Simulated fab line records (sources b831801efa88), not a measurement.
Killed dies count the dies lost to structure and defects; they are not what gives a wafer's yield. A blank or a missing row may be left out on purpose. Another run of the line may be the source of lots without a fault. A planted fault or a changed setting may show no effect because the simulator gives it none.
Problem report, 8D (eight disciplines) form, completed by code / flow sky130 / the parts of the form that need people (team, actions taken, sign-off) are left out

1. THE ISSUE
Across 6 wafers from 2 lots, VT_ADJUST_HVTR_OVL at SKY_VT_ADJUST_HVTR_OVL_MEAS_08 averages 114.2 nm, while fault-free wafers read 0.2 nm with a standard deviation of 1.5. Measured from the usual mean, that is +76 standard deviations.
Seen first at day 13 05:41 on overlay-01, wafer L488.2. The record holds 39 wafers of 13 lots with a number at this step. The rule behind "out" and "out of limits": a value lying over 4 standard deviations away from the usual mean. All remaining wafers that have a number are taken as sound.

2. WHAT IT IS, WHAT IT ISN'T
question=which readings at this step | is=VT_ADJUST_HVTR_OVL | is not=-
question=which lots | is=L488, L489 | is not=L478, L479, L480, L482, L483, L484, L487, L493, L495, L498, L499
question=which wafers of those lots | is=all that have a number | is not=-
question=read on which gauges | is=overlay-01, overlay-02 | is not=-
question=when | is=from day 13 05:41 | is not=up to then (21 sound wafers); but 12 sound wafers of L493, L495, L498, L499 came after

3. SUSPECTS, AND WHAT RULES EACH OUT
Counting: any tool at a process step up to the reading is kept as a suspect provided that every lot that is out went through it and no sound lot did after the first of them.
- the gauge at SKY_VT_ADJUST_HVTR_OVL_MEAS_08 has been ruled out. The wafers that are out were read on 2 gauges (overlay-01, overlay-02).
- iline_stepper-02 at SKY_VT_ADJUST_HVTR_EXPOSE_04 (exposes mask HVTRM, target cd 380 nm): kept. It ran every lot that is out, first L488 (day 12 16:50), and no sound lot after that; its last sound lot up to then is L483 (day 11 11:35).
Left after counting: iline_stepper-02 at SKY_VT_ADJUST_HVTR_EXPOSE_04.

4. THE CAUSE (what the simulator had put in)
Scanner matching overlay: iline_stepper-02, from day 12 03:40 on, at SKY_VT_ADJUST_HVTR_EXPOSE_04. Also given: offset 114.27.
Only this tool survived the counting.

5. THE CHAIN OF EFFECTS, in route order
Rows list readings where the struck wafers' mean (over those with a number) sits beyond 3 standard deviations from the usual. Scope: only readings with a usual standard deviation given in the record; hours: median across lots of the time from each lot's start at the first step in this table that gives one to its start at this step; sigmas: change in usual standard deviations.
hours=0; step=SKY_VT_ADJUST_HVTR_OVL_MEAS_08; reading=VT_ADJUST_HVTR_OVL; usual=0.2 nm; on struck wafers=114.2; change=+114.0; sigmas=+76
At these later measuring or inspecting steps, every struck wafer for which the step has a row has a number for every such reading, and none has moved that far: SKY_VT_ADJUST_PCH_OVL_MEAS_07.

6. WHAT WOULD HAVE CAUGHT IT SOONER
In this record the first reading out of limits at a measuring or inspecting step was taken at day 13 05:41, 26 hours after the fault began at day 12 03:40.
L489, from the lots that are out (2), started SKY_VT_ADJUST_HVTR_EXPOSE_04 on iline_stepper-02 later than day 13 05:41. Putting the tool on hold at that point would have spared it.
